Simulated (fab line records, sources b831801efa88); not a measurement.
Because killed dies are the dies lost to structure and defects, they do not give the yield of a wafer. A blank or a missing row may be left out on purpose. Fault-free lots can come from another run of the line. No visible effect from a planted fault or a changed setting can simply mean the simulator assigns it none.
Which tool did it?	flow sky130	15 lots with 43 wafers sampled at 4 steps, on a route of 708 steps

== WHAT EACH GAUGE READ, for each wafer ==
SKY_VT_ADJUST_HVTP_TW_MEAS_11. Usual: VT_ADJUST_HVTP_TW typically reads 1350, with standard deviation 13.
lot	measured	on	VT_ADJUST_HVTP_TW	flag
L967	day 6 21:03	film metro-02	1366 1374 1373	
L968	day 7 03:37	film metro-01	1344 1332 1339	
L969	day 7 07:25	film metro-01	1345 1354 1340	
L974	day 8 08:05	film metro-03	1352 1355 1343	
L973	day 8 09:48	film metro-01	1336 1335	
L975	day 8 17:32	film metro-01	1336 1341 1342	
L976	day 9 00:00	film metro-02	1376 1371 1377	
L977	day 9 11:40	film metro-01	1338 1352 1343	
L981	day 10 09:26	film metro-03	1351 1354 1357	
L982	day 10 16:16	film metro-01	1343 1356 1336	
L983	day 11 06:12	film metro-01	1335 1333 1334	
L984	day 11 14:15	film metro-01	1336 1344 1339	
L985	day 11 15:27	film metro-03	1350 1361 1357	
L986	day 11 20:11	film metro-03	1350 1361 1356	
L988	day 12 08:04	film metro-02	1371 1377	

SKY_VT_ADJUST_LVTN_TW_MEAS_10. Usual: VT_ADJUST_LVTN_TW typically reads 241.3, with standard deviation 2.6.
lot	measured	on	VT_ADJUST_LVTN_TW	flag
L967	day 7 17:26	film metro-03	241.3 239.8 242.6	
L968	day 8 00:14	film metro-01	238.5 237.9 238.7	
L969	day 8 03:56	film metro-01	237.9 239.0 239.9	
L974	day 9 06:43	film metro-01	238.9 237.6 239.0	
L973	day 9 07:46	film metro-03	240.9 240.9	
L975	day 9 15:42	film metro-01	239.2 238.6 240.7	
L976	day 9 23:10	film metro-03	241.3 240.9 239.4	
L977	day 10 10:31	film metro-03	241.2 241.7 239.5	
L981	day 11 09:03	film metro-03	240.9 242.5 242.6	
L982	day 11 16:40	film metro-03	241.2 241.1 240.5	
L983	day 12 07:44	film metro-03	241.6 239.8 240.8	
L984	day 12 16:01	film metro-03	240.5 241.2 240.3	
L985	day 12 17:56	film metro-01	238.5 239.3 237.8	
L986	day 12 22:13	film metro-01	239.8 237.9 238.6	
L988	day 13 11:08	film metro-04	245.4 245.5	

SKY_VT_ADJUST_HVTR_CD_MEAS_07: target cd 380 nm. Usual: cd nm 380.8 nm, standard deviation 2.2.
lot	measured	on	cd nm (nm)	flag
L967	day 10 11:45	cd sem-02	379.1 380.0 379.8	
L968	day 10 19:45	cd sem-01	382.9 379.7 382.2	
L969	day 11 00:18	cd sem-01	381.7 381.9 381.7	
L974	day 12 08:24	cd sem-02	379.9 377.7 379.2	
L973	day 12 08:53	cd sem-01	377.7 379.3	
L975	day 12 17:16	cd sem-01	377.9 378.5 379.0	
L976	day 13 01:20	cd sem-01	380.4 379.5 380.9	
L977	day 13 15:49	cd sem-01	380.5 380.1 380.7	
L981	day 14 16:05	cd sem-01	379.3 382.8 382.2	
L982	day 14 23:30	cd sem-01	381.6 380.5 380.7	
L983	day 15 14:34	cd sem-01	375.2 377.6 373.5	
L984	day 16 01:53	cd sem-02	381.9 380.8 381.5	
L985	day 16 03:08	cd sem-01	383.6 384.8 384.9	
L986	day 16 06:35	cd sem-01	383.4 382.1 381.9	
L988	day 16 19:45	cd sem-02	381.1 381.6	

== EACH LOT AND THE TOOL THAT RAN IT (in order: tool; ch and the chambers of the sampled wafers; start) ==
lot	SKY_PWDE_DEVELOP_06
L967	litho track-04 ch 0, day 4 12:00
L968	litho track-04 ch 0, day 4 18:00
L969	litho track-03 ch 0, day 4 22:00
L974	litho track-04 ch 0, day 5 19:00
L973	litho track-01 ch 0, day 5 20:00
L975	litho track-01, day 6 03:00
L976	litho track-03, day 6 09:00
L977	litho track-04, day 6 19:00
L981	litho track-04 ch 0, day 7 13:00
L982	litho track-03 ch 0, day 7 19:00
L983	litho track-03 ch 0, day 8 06:00
L984	litho track-03 ch 0, day 8 14:00
L985	litho track-01 ch 0, day 8 16:00
L986	litho track-04 ch 0, day 8 19:00
L988	litho track-03 ch 0, day 9 05:00
- SKY_PWDE_DEVELOP_06: develop time 60 s.

== AS READ BY THE TOOLS THEMSELVES (means over the sampled wafers that have a number; for cases with no such wafer, the mark the record gives instead) ==
SKY_PWDE_DEVELOP_06. Usual: chill plate temp C 22.99 C, standard deviation 0.1.
lot	tool	chill plate temp C (C)	flag
L967	litho track-04	23.02	
L968	litho track-04	22.97	
L969	litho track-03	23.00	
L974	litho track-04	23.04	
L973	litho track-01	23.12	
L975	litho track-01	-	OFF
L976	litho track-03	-	OFF
L977	litho track-04	-	OFF
L981	litho track-04	22.96	
L982	litho track-03	23.01	
L983	litho track-03	22.94	
L984	litho track-03	22.92	
L985	litho track-01	23.02	
L986	litho track-04	23.04	
L988	litho track-03	22.95	

== THE ANSWER, worked out from the rows above alone ==
Rule: lot off if the mean of its wafers having a number is beyond 3 standard deviations from the usual mean. Also off: a lot with no number at a reading for which 4 or more lots have one. The other lots that the step has rows for count as sound. The gauges are gone through in route order, then the tools' own readings, and for those a lot's mean is taken as printed above. The first step at which some lot is off is used, and at that step the reading that is off furthest; a lot without a number counts as furthest.
Off at SKY_PWDE_DEVELOP_06 (chill plate temp C): L975, L976, L977. Without a number there: L975, L976, L977.
If a tool, at that step or one of the process steps before it, ran each lot that is off and ran no sound lot following the first of them, it fits. None of those tried fits.

== WHAT WAS PUT IN BY THE SIMULATOR ==
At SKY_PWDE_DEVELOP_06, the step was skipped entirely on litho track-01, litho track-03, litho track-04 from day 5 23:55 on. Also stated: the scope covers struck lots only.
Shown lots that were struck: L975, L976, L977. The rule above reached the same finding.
